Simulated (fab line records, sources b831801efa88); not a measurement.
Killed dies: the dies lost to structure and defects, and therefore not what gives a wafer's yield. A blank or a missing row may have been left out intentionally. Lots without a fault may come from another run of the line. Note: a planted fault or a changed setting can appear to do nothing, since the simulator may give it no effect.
Chamber matching || flow sky130 || cmp-02 running SKY_FIELD_ISO_CMP_27: 4 sister chambers
The step polishes, stops on Si3N4, t overpolish 16 s, target thk 457.8 nm. 4 wafers are shown with their chamber, then 7 later ones without.

EACH WAFER AND ITS CHAMBER
{"wafer": "L408.5", "chamber": 1, "time-to-endpoint-s (s)": 97}
{"wafer": "L412.3", "chamber": 2, "time-to-endpoint-s (s)": 104}
{"wafer": "L414.2", "chamber": 0, "time-to-endpoint-s (s)": 116}
{"wafer": "L414.3", "chamber": 3, "time-to-endpoint-s (s)": 111}

WAFERS WITHOUT THEIR CHAMBER
{"wafer": "L414.5", "time-to-endpoint-s (s)": 117}
{"wafer": "L420.2", "time-to-endpoint-s (s)": 117}
{"wafer": "L420.3", "time-to-endpoint-s (s)": 100}
{"wafer": "L420.4", "time-to-endpoint-s (s)": 118}
{"wafer": "L428.3", "time-to-endpoint-s (s)": 118}
{"wafer": "L428.4", "time-to-endpoint-s (s)": 118}
{"wafer": "L428.6", "time-to-endpoint-s (s)": 116}

THE CHAMBER EACH PASSED THROUGH
{"wafer": "L414.5", "from the rows above": 0, "in truth": 0}
{"wafer": "L420.2", "from the rows above": 0, "in truth": 0}
{"wafer": "L420.3", "from the rows above": "can't be placed: 1 or 2", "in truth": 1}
{"wafer": "L420.4", "from the rows above": 0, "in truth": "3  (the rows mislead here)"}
{"wafer": "L428.3", "from the rows above": 0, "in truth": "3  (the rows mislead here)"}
{"wafer": "L428.4", "from the rows above": 0, "in truth": 0}
{"wafer": "L428.6", "from the rows above": 0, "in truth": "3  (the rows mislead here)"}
Correctly placed: 3 of 7. Unplaceable from these rows: 1, with the true chamber sitting among the candidates in 1. Number placed wrongly: 3.
How it was worked out, from the rows above alone: a wafer's distance from a chamber is the root of the sum, over the readings, of the square of ((its reading less the chamber's mean) divided by the reading's scatter). The wafer belongs to the nearest chamber; if the next one is less than 2 further off, it can't be placed. A chamber's mean is the mean of its shown wafers. The scatter: with one shown wafer a chamber, the root of the mean of the squares of how far each hidden wafer lies from its nearest shown one.
